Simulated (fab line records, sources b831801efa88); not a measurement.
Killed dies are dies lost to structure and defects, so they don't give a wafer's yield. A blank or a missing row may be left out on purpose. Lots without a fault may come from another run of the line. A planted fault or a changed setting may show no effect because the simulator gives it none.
One fault seen from 2 desks | flow sfq_line | each desk has only its own numbers; what lay behind them comes last

THE METROLOGY DESK
What the gauges read, lot by lot, whatever tool the lot ran on: means of the sampled wafers that have a number. A lot is out of limits, marked OUT, if its mean lies more than 4 standard deviations from the usual mean; the brackets give that distance.
Columns: A = M0_OVL at SFQ_M0_OVL_MEAS_906, usual 1 nm; B = I2_BOW at SFQ_I2_BOW_MEAS_917, usual 0 um
lot  | first seen here | A  | B
L948 | day 8 08:07     | -4 | 6
L950 | day 8 23:44     | 1  | 7
L952 | day 9 11:44     | -0 | 0
L953 | day 9 14:08     | 2  | 3
L956 | day 10 14:17    | -4 | -7
L957 | day 11 01:04    | 2  | -7
L958 | day 11 12:37    | -9 | 4
L959 | day 11 18:36    | 5  | 7
L960 | day 12 03:01    | -3 | 1
L961 | day 12 10:12    | -3 | 1
L963 | day 12 18:36    | -1 | 4
L965 | day 13 10:12    | -3 | -4
L966 | day 13 11:32    | 3  | 1
L970 | day 14 09:02    | 6  | 6
This desk's finding: nothing out of limits on any of the 14 lots.

THE TOOL OWNER'S DESK: krf_scanner-02
The tool's own readings at SFQ_TRILAYER_I2_VIA_LITHO_EXPOSE_068 (exposes mask I2, target cd 500 nm): means of the sampled wafers that have a number, for each lot that ran on this tool. A lot is out of limits, marked OUT, if its mean lies more than 4 standard deviations from the usual mean; the brackets give that distance.
Columns: A = exposure_dose_mJ_cm2 at SFQ_TRILAYER_I2_VIA_LITHO_EXPOSE_068, usual 21.302; B = focus_offset_nm at SFQ_TRILAYER_I2_VIA_LITHO_EXPOSE_068, usual 0.1 nm
lot  | first seen here | A                | B
L948 | day 22 11:37    | 21.326           | -0.6
L952 | day 27 18:45    | 21.317           | 0.2
L953 | day 27 22:58    | 21.298           | 0.7
L956 | day 36 03:25    | 21.314           | -0.3
L957 | day 36 16:13    | 21.321           | 0.8
L958 | day 36 22:37    | 21.299           | -0.7
L959 | day 36 23:37    | 21.283           | 0.7
L960 | day 37 17:31    | 21.278           | -0.1
L961 | day 38 00:31    | 20.629 (-34) OUT | 0.5
L970 | day 40 18:05    | 20.607 (-35) OUT | 0.0
This desk's finding: out of limits on L961, L970; first on L961, day 38 00:31 (exposure_dose_mJ_cm2 at SFQ_TRILAYER_I2_VIA_LITHO_EXPOSE_068). In limits: L948, L952, L953, L956, L957, L958, L959, L960.

PUT TOGETHER
The tool owner's desk could have raised an alarm at day 38 00:31, on L961, L970.
The metrology desk saw nothing out of limits.
The metrology desk has L961, L970 on record, within its limits.
Of the lots named, all ran SFQ_TRILAYER_I2_VIA_LITHO_EXPOSE_068 on krf_scanner-02.

WHAT THE SIMULATOR HAD PUT IN
Process parameter drift: krf_scanner-02, from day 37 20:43 on, at SFQ_TRILAYER_I2_VIA_LITHO_EXPOSE_068. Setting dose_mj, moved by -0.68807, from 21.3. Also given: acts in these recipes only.
Lots struck among those shown: L961, L970.
Hours from the fault's start to each desk's first reading out of limits: the tool owner's desk, 4.
